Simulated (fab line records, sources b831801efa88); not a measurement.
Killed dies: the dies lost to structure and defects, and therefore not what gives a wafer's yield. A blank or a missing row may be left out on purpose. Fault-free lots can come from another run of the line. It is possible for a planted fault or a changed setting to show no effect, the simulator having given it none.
Split-lot experiment + flow gf180mcu + on a route of 602 steps: 5 lots, 23 wafers read

## ABOUT THE SPLIT
At GF_TOP_METAL_SPUTTER_03 (material Ti, target thk 5 nm, time 3.3 s), the setting timeS was moved away from the recipe's 3.3 s on 8 of the 23 wafers read, by -14.1% to -4.7%. For the rest of the wafers, this setting stayed at what the recipe calls for.

The reading comes from the split's own step.

## THE READING
Ti_of_TOP_METAL_SPUTTER_03.thkNm (the simulator's own value, which no gauge read), in nm, at GF_TOP_METAL_SPUTTER_03 (material Ti, target thk 5 nm, time 3.3 s). There is no usual value for it anywhere in the file. Across the 15 wafers here that went through the recipe, the average is 5.003 nm and the standard deviation 0.091 nm.

| wafer  | tool, chamber at the split | timeS as run, s | against the recipe | Ti_of_TOP_METAL_SPUTTER_03.thkNm, nm | against lot-mates on the recipe |
|--------|----------------------------|-----------------|--------------------|--------------------------------------|---------------------------------|
| L076.1 | pvdSputter-04, -           | 3.3             | recipe             | 5.042                                | -                               |
| L076.3 | pvdSputter-04, -           | 3.3             | recipe             | 4.825                                | -                               |
| L076.4 | pvdSputter-04, -           | 3.144           | -4.7%              | 4.698                                | -0.236                          |
| L076.5 | pvdSputter-04, -           | 3.144           | -4.7%              | 4.836                                | -0.098                          |
| L076.6 | pvdSputter-04, -           | 3.144           | -4.7%              | 4.853                                | -0.081                          |
| L077.1 | pvdSputter-02, -           | 3.3             | recipe             | 5.206                                | -                               |
| L077.3 | pvdSputter-02, -           | 2.897           | -12.2%             | 4.535                                | -0.598                          |
| L077.4 | pvdSputter-02, -           | 3.3             | recipe             | 5.061                                | -                               |
| L077.5 | pvdSputter-02, -           | 2.897           | -12.2%             | 4.517                                | -0.616                          |
| L077.6 | pvdSputter-02, -           | 2.897           | -12.2%             | 4.581                                | -0.552                          |
| L079.1 | pvdSputter-03, -           | 3.3             | recipe             | 5.053                                | -                               |
| L079.2 | pvdSputter-03, -           | 3.3             | recipe             | 4.981                                | -                               |
| L079.3 | pvdSputter-03, -           | 3.3             | recipe             | 5.129                                | -                               |
| L079.4 | pvdSputter-03, -           | 3.3             | recipe             | 5.025                                | -                               |
| L079.5 | pvdSputter-03, -           | 3.3             | recipe             | 5.06                                 | -                               |
| L080.1 | pvdSputter-03, -           | 3.3             | recipe             | 4.926                                | -                               |
| L080.2 | pvdSputter-03, -           | 3.3             | recipe             | 4.961                                | -                               |
| L080.4 | pvdSputter-03, -           | 3.3             | recipe             | 4.969                                | -                               |
| L080.5 | pvdSputter-03, -           | 2.836           | -14.1%             | 4.298                                | -0.654                          |
| L080.6 | pvdSputter-03, -           | 2.836           | -14.1%             | 4.31                                 | -0.642                          |
| L082.2 | pvdSputter-03, -           | 3.3             | recipe             | 4.93                                 | -                               |
| L082.5 | pvdSputter-03, -           | 3.3             | recipe             | 4.916                                | -                               |
| L082.6 | pvdSputter-03, -           | 3.3             | recipe             | 4.966                                | -                               |

FIT RESULTS
A straight line over all 23 wafers: Ti_of_TOP_METAL_SPUTTER_03.thkNm changes by +0.0435 nm for each +1% of timeS; r = +0.94; the points scatter about the line by 0.09 nm.
The same after taking each lot's own level away (the mean of its wafers on the recipe; 23 wafers): +0.0467 nm for each +1%; r = +0.97; scatter 0.064 nm.
Per that fit: largest timeS move, reading shift of 0.66 nm.
Measured against the standard deviation above, the lots' own levels, which go from 4.9335 to 5.1335 nm, span 2.2 times it.
Hence the lot-to-lot level has little effect on the slope; both slopes agree.
Check: -0.646 nm against its lot-mates is what the line predicts for one of the wafers moved furthest among these (-14.1%) when that wafer is left out of the fit. Against them it came out at -0.654 nm.

## ADDITIONAL SPLITS CARRIED BY THESE WAFERS
These wafers also went through other splits before the reading. Each is held against what the fit with the lots' levels taken away leaves over:
| other split on the same wafers     | wafers away from the commonest value | r with Ti_of_TOP_METAL_SPUTTER_03.thkNm (lot level and that fit taken away) |
|------------------------------------|--------------------------------------|-----------------------------------------------------------------------------|
| GF_MIM_SPUTTER_08 timeS            | 9                                    | +0.15                                                                       |
| GF_MIM_METAL_ETCH_19 biasW         | 10                                   | -0.18                                                                       |
| GF_V5_EXPOSE_11 doseMj             | 7                                    | -0.04                                                                       |
| GF_V5_SPUTTER_21 chamberPressurePa | 10                                   | +0.22                                                                       |

## FILE'S OWN FIT
Ti_of_TOP_METAL_SPUTTER_03.thkNm changes by +0.0459 nm for each +1% of timeS, r = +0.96.
